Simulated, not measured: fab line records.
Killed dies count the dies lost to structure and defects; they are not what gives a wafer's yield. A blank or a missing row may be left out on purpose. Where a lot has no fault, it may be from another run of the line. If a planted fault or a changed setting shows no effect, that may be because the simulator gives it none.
Which tool was responsible?    flow gf180mcu    Sampling: 13 lots, 36 wafers, 6 of 602 route steps

== WHAT EACH GAUGE READ, for each wafer ==
GF_PSD_RS_MEAS_14: measures by four-point-probe.
lot   measured      on             NSD_RS (ohm/sq)
L234  day 14 03:46  film metro-02  46.16 46.11 46.09
L235  day 14 13:05  film metro-02  46.08 46.13 46.21
L237  day 15 17:15  film metro-03  46.18 46.14 46.15
L242  day 17 06:28  film metro-03  41.61 46.13
L243  day 17 17:35  film metro-03  45.98 41.43
L245  day 18 00:59  film metro-04  41.74 46.19
L249  day 19 10:51  film metro-04  46.20 46.18 46.18
L252  day 20 19:49  film metro-02  46.04 46.05 46.11
L253  day 21 02:55  film metro-04  46.28 46.31 46.34
L254  day 21 09:49  film metro-02  46.13 46.04 46.06
L255  day 21 14:46  film metro-04  46.04 46.21 46.19
L256  day 21 20:33  film metro-04  46.20 46.22 46.16
L257  day 22 12:19  film metro-02  46.07 45.99 46.08

GF_PSD_RS_MEAS_15: measures by four-point-probe.
lot   measured      on             PSD_RS (ohm/sq)
L234  day 14 03:53  film metro-02  108.55 108.63 108.30
L235  day 14 13:13  film metro-02  108.35 108.25 108.61
L237  day 15 17:22  film metro-03  108.44 108.65 108.75
L242  day 17 06:35  film metro-03  100.03 108.34
L243  day 17 17:43  film metro-03  108.11 100.39
L245  day 18 01:06  film metro-04  100.51 109.02
L249  day 19 10:58  film metro-04  108.48 108.78 108.32
L252  day 20 19:56  film metro-02  108.19 108.31 108.90
L253  day 21 03:02  film metro-04  109.04 108.87 109.13
L254  day 21 09:56  film metro-02  108.21 108.25 108.32
L255  day 21 14:53  film metro-04  108.81 108.56 108.69
L256  day 21 20:40  film metro-04  108.99 108.89 108.94
L257  day 22 12:26  film metro-02  108.21 108.23 108.34

GF_V1_BOW_MEAS_05.
lot   measured      on             V1_BOW (um)
L234  day 17 01:11  film metro-02  74 84 79
L235  day 17 11:49  film metro-04  89 86 89
L237  day 18 17:53  film metro-04  84 68 75
L242  day 20 11:53  film metro-02  91 81
L243  day 20 23:13  film metro-04  80 86
L245  day 21 06:00  film metro-02  84 82
L249  day 22 15:38  film metro-04  75 72 85
L252  day 24 07:08  film metro-02  94 82 75
L253  day 24 11:04  film metro-02  68 80 70
L254  day 24 13:30  film metro-01  94 88 97
L255  day 24 16:26  film metro-04  85 77 77
L256  day 24 17:47  film metro-01  77 87 70
L257  day 25 13:56  film metro-04  77 78 75

== EACH LOT AND THE TOOL THAT RAN IT (in order: tool; ch and the chambers of the sampled wafers; start) ==
lot   GF_PSD_RTA_13                     GF_M1_METAL_ETCH_16                GF_V1_CVD_02
L234  rtp anneal-02 ch 0, day 14 03:40  rie metal-02 ch 0,1, day 16 23:57  pecvd-01 ch 0,1,2, day 17 00:44
L235  rtp anneal-02 ch 0, day 14 12:59  rie metal-02 ch 0,1, day 17 10:34  pecvd-02 ch 0,1, day 17 11:20
L237  rtp anneal-01 ch 0, day 15 17:10  rie metal-03 ch 0, day 18 16:40    pecvd-04 ch 0,1,2, day 18 17:28
L242  rtp anneal-02 ch 0, day 17 06:22  rie metal-01 ch 0,1, day 20 10:34  pecvd-04 ch 0,1, day 20 11:26
L243  rtp anneal-02 ch 0, day 17 17:30  rie metal-01 ch 0,1, day 20 21:58  pecvd-02 ch 0, day 20 22:44
L245  rtp anneal-02 ch 0, day 18 00:53  rie metal-02 ch 0, day 21 04:45    pecvd-02 ch 1,2, day 21 05:33
L249  rtp anneal-01 ch 0, day 19 10:46  rie metal-02 ch 0,1, day 22 14:21  pecvd-01 ch 0,2, day 22 15:12
L252  rtp anneal-02 ch 0, day 20 19:43  rie metal-02 ch 0,1, day 24 05:34  pecvd-01 ch 1,2, day 24 06:42
L253  rtp anneal-02 ch 0, day 21 02:50  rie metal-02 ch 0,1, day 24 09:30  pecvd-01 ch 0,1,2, day 24 10:38
L254  rtp anneal-02 ch 0, day 21 09:44  rie metal-02 ch 1, day 24 12:05    pecvd-01 ch 0,1, day 24 13:03
L255  rtp anneal-02 ch 0, day 21 14:41  rie metal-01 ch 0,1, day 24 14:51  pecvd-04 ch 0,1,2, day 24 15:59
L256  rtp anneal-01 ch 0, day 21 20:28  rie metal-01 ch 0,1, day 24 16:09  pecvd-04 ch 0,2, day 24 17:21
L257  rtp anneal-02 ch 0, day 22 12:14  rie metal-01 ch 0,1, day 25 12:42  pecvd-02 ch 0,1,2, day 25 13:30
- GF_PSD_RTA_13: time 20 s.
- GF_M1_METAL_ETCH_16: etches the open film in Cl2/BCl3, stops on SiO2, target depth 750.8 nm, time 125.1 s.
- GF_V1_CVD_02: deposits SiO2 from TEOS, target thk 850 nm, time 94.851 s.

== WHAT THE TOOLS THEMSELVES READ (means of the sampled wafers that have a number; where no wafer has one, the mark that the record gives instead) ==
GF_PSD_RTA_13.
lot   tool           lamp power pct (%)  run length s (s)  wafer_temp_C_max
L234  rtp anneal-02  36.7                48.5              1027.4
L235  rtp anneal-02  36.6                48.8              1028.3
L237  rtp anneal-01  35.2                48.6              1031.4
L242  rtp anneal-02  36.7                61.6              1028.0
L243  rtp anneal-02  36.7                61.7              1028.6
L245  rtp anneal-02  36.7                61.9              1028.7
L249  rtp anneal-01  35.2                48.9              1030.7
L252  rtp anneal-02  36.6                48.6              1028.5
L253  rtp anneal-02  36.7                48.5              1027.9
L254  rtp anneal-02  36.7                48.6              1027.8
L255  rtp anneal-02  36.7                48.4              1028.3
L256  rtp anneal-01  35.2                48.7              1030.0
L257  rtp anneal-02  36.6                48.5              1027.8

GF_M1_METAL_ETCH_16.
lot   tool          bcl3 flow sccm (sccm)  drypump motor current A (A)  he backside leak sccm (sccm)  oes product au (a.u.)  throttle valve pct (%)
L234  rie metal-02  40.00                  5.88                         3.5                           0.994                  28.226
L235  rie metal-02  40.01                  5.88                         3.5                           0.993                  28.225
L237  rie metal-03  40.14                  5.84                         3.2                           0.995                  28.223
L242  rie metal-01  40.02                  5.56                         3.5                           0.990                  28.227
L243  rie metal-01  39.89                  5.56                         3.3                           0.996                  28.234
L245  rie metal-02  39.98                  5.78                         3.2                           1.000                  28.221
L249  rie metal-02  40.11                  5.86                         3.4                           0.992                  28.228
L252  rie metal-02  40.13                  5.83                         3.4                           0.986                  28.230
L253  rie metal-02  40.01                  5.85                         3.2                           0.991                  28.235
L254  rie metal-02  40.06                  5.91                         3.3                           0.990                  28.225
L255  rie metal-01  39.93                  5.53                         3.3                           0.987                  28.232
L256  rie metal-01  40.13                  5.59                         3.4                           0.992                  28.228
L257  rie metal-01  40.03                  5.51                         3.3                           0.993                  28.222

GF_V1_CVD_02.
lot   tool      heater power w (W)
L234  pecvd-01  637
L235  pecvd-02  611
L237  pecvd-04  643
L242  pecvd-04  613
L243  pecvd-02  554
L245  pecvd-02  738
L249  pecvd-01  572
L252  pecvd-01  593
L253  pecvd-01  644
L254  pecvd-01  706
L255  pecvd-04  627
L256  pecvd-04  678
L257  pecvd-02  733

== THE ANSWER, worked out from the rows above alone ==
Rule: what is usual is taken from the lots themselves. Put in order of their means at a reading, lots are off if they are a third of the lots or fewer, leave a main group of 4 or more, and stand apart from it by a gap of 3 or more times the standard deviation of the main group's means; of several such gaps the widest counts. The tables above print the reading to a certain number of digits; a main group whose means all agree to those digits is not used. A lot without any number at a reading at which 4 lots or more have one is off too. The other lots that the step has rows for count as sound. After the gauges, taken in route order, come the tools' own readings; for these a lot's mean is taken, as printed above. The first step at which some lot is off is used, and at that step the reading that is off furthest; a lot without a number counts as furthest.
Off: L242, L243, L245, seen at GF_PSD_RS_MEAS_14 (NSD_RS). Main group: mean 46.14 ohm/sq, sd 0.072.
A tool fits if, at a process step before that reading, it ran every lot that is off, and no sound lot after the first of them. Not tried: the gauges at GF_PSD_RS_MEAS_14; whatever is off there is also off at GF_PSD_RTA_13, on other tools, and gauge error can't account for it. Of those tried, none fits.

== WHAT THE SIMULATOR HAD INSERTED ==
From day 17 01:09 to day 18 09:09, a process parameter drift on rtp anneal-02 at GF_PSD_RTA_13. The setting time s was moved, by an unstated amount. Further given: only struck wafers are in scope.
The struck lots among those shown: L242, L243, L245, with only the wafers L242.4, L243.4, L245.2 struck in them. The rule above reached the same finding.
